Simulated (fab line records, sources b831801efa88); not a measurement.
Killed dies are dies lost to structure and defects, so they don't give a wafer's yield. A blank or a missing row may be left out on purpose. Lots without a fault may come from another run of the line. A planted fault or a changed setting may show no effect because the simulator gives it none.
Split-lot experiment | flow sky130 | 5 lots, 23 wafers read, on a route of 708 steps

THE SPLIT
At SKY_CONTACT_SPUTTER_23 (material TiN, target thk 20 nm, time 80 s), the setting time_s was moved away from the recipe's 80 s on 6 of the 23 wafers read, by +6.0% to +12.1%. The other wafers ran this setting at the recipe's value.

The reading is taken at the split's own step.

THE READING
TiN_of_CONTACT_SPUTTER_23.thk_nm (the simulator's own value, which no gauge read), in nm, at SKY_CONTACT_SPUTTER_23 (material TiN, target thk 20 nm, time 80 s). The file gives no usual value for it. The 17 wafers here that ran the recipe average 19.89 nm, standard deviation 0.31 nm.

wafer  | tool, chamber at the split | time_s as run, s | against the recipe | TiN_of_CONTACT_SPUTTER_23.thk_nm, nm | against lot-mates on the recipe
L076.2 | pvd_sputter-01, -          | 80               | recipe             | 19.94                                | -
L076.4 | pvd_sputter-01, -          | 80               | recipe             | 20.37                                | -
L076.5 | pvd_sputter-01, -          | 80               | recipe             | 19.88                                | -
L077.1 | pvd_sputter-01, -          | 80               | recipe             | 19.94                                | -
L077.2 | pvd_sputter-01, -          | 80               | recipe             | 20.12                                | -
L077.4 | pvd_sputter-01, -          | 80               | recipe             | 19.64                                | -
L077.5 | pvd_sputter-01, -          | 80               | recipe             | 19.89                                | -
L077.6 | pvd_sputter-01, -          | 80               | recipe             | 20.25                                | -
L082.1 | pvd_sputter-02, -          | 80               | recipe             | 19.41                                | -
L082.2 | pvd_sputter-02, -          | 80               | recipe             | 19.71                                | -
L082.3 | pvd_sputter-02, -          | 80               | recipe             | 19.73                                | -
L082.4 | pvd_sputter-02, -          | 80               | recipe             | 19.21                                | -
L082.6 | pvd_sputter-02, -          | 80               | recipe             | 19.54                                | -
L083.1 | pvd_sputter-03, -          | 89.72            | +12.1%             | 22.67                                | +2.47
L083.2 | pvd_sputter-03, -          | 80               | recipe             | 20.22                                | -
L083.3 | pvd_sputter-03, -          | 89.72            | +12.1%             | 22.7                                 | +2.50
L083.4 | pvd_sputter-03, -          | 80               | recipe             | 20.19                                | -
L083.6 | pvd_sputter-03, -          | 89.72            | +12.1%             | 22.5                                 | +2.30
L084.1 | pvd_sputter-01, -          | 80               | recipe             | 20.05                                | -
L084.2 | pvd_sputter-01, -          | 84.83            | +6.0%              | 21.55                                | +1.53
L084.3 | pvd_sputter-01, -          | 84.83            | +6.0%              | 21.31                                | +1.29
L084.5 | pvd_sputter-01, -          | 80               | recipe             | 20                                   | -
L084.6 | pvd_sputter-01, -          | 84.83            | +6.0%              | 21.78                                | +1.76

THE FIT
A straight line over all 23 wafers: TiN_of_CONTACT_SPUTTER_23.thk_nm changes by +0.233 nm for each +1% of time_s; r = +0.96; the points scatter about the line by 0.3 nm.
The same after taking each lot's own level away (the mean of its wafers on the recipe; 23 wafers): +0.207 nm for each +1%; r = +0.98; scatter 0.21 nm.
On that fit, the largest move of time_s shifts the reading by 2.5 nm.
The lots' own levels span 19.520 to 20.205 nm, that is 2.2 times the standard deviation above.
So the lot-to-lot level changes the slope: the two fits differ.
Check: with one of the wafers moved furthest among these (+12.1%) left out of the fit, the line predicts +2.57 nm for it against its lot-mates. It came out at +2.47 nm against them.

OTHER SPLITS ON THESE WAFERS
These wafers also went through other splits before the reading. Each is held against what the fit with the lots' levels taken away leaves over:
other split on the same wafers                | wafers away from the commonest value | r with TiN_of_CONTACT_SPUTTER_23.thk_nm (lot level and that fit taken away)
SKY_LI_CONTACT_ETCH_14 time_s                 | 5                                    | +0.27
SKY_LI_CONTACT_SPUTTER_19 power_w             | 8                                    | -0.02
SKY_LOCAL_INTERCONNECT_SPUTTER_00 time_s      | 5                                    | -0.03
SKY_LOCAL_INTERCONNECT_ETCH_13 pressure_mtorr | 10                                   | +0.34
SKY_CONTACT_COAT_09 resist_thk_nm             | 7                                    | -0.51
SKY_CONTACT_DEVELOP_13 develop_time_s         | 9                                    | +0.25

THE FILE'S OWN FIT
TiN_of_CONTACT_SPUTTER_23.thk_nm changes by +0.209 nm for each +1% of time_s, r = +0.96.
